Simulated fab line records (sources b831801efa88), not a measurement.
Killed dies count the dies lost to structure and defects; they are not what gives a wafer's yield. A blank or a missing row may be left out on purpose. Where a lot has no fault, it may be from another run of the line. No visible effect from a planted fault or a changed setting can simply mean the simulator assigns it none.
2 desks, one fault    flow gf180mcu    each desk holds nothing but its own numbers, with what lay behind them at the end

== TOOL OWNER'S DESK, krf scanner-02 ==
The tool's own readings at GF_CONTACT_EXPOSE_11 (exposes mask Contact, target cd 220 nm): means of the sampled wafers that have a number, for each lot that ran on this tool. If a lot's mean is further than 4 standard deviations from the usual mean, the lot is out of limits and carries the mark OUT (the distance appears in the brackets).
Columns: A = exposure dose mJ cm2 at GF_CONTACT_EXPOSE_11, usual 37.96
lot   first seen here  A
L664  day 15 18:38     37.98
L667  day 17 03:41     37.92
L668  day 17 04:12     37.95
L669  day 17 08:41     37.97
L673  day 18 20:38     37.91
L674  day 19 06:22     37.96
L685  day 24 02:02     37.91
Result from this desk: across the 7 lots, nothing is out of limits.

== THE METROLOGY DESK ==
Lot by lot, what the gauges showed, no matter which tool ran the lot: averages of those sampled wafers that carry a number. If a lot's mean is further than 4 standard deviations from the usual mean, the lot is out of limits and carries the mark OUT (the distance appears in the brackets).
Columns: A = cd nm at GF_SAB_CD_MEAS_09, usual 420.3 nm; B = cd nm at GF_CONTACT_CD_MEAS_14, usual 220.1 nm
lot   first seen here  A      B
L663  day 15 00:47     422.5  220.6
L664  day 15 06:55     418.8  218.5
L667  day 16 14:05     417.1  219.7
L668  day 16 14:59     417.0  218.3
L669  day 16 19:53     425.2  218.8
L673  day 18 07:11     423.3  215.1
L674  day 18 16:41     425.8  218.4
L680  day 22 05:23     420.0  219.7
L682  day 22 21:05     419.7  221.8
L683  day 23 04:00     420.8  218.2
L685  day 23 13:32     419.7  219.4
L686  day 23 14:44     419.6  219.1
L684  day 23 15:59     420.3  220.4
Result from this desk: across the 13 lots, nothing is out of limits.

== BROUGHT TOGETHER ==
Nothing out of limits was seen by the tool owner's desk.
From the metrology desk's view, nothing was out of limits.

== WHAT THE SIMULATOR PUT IN ==
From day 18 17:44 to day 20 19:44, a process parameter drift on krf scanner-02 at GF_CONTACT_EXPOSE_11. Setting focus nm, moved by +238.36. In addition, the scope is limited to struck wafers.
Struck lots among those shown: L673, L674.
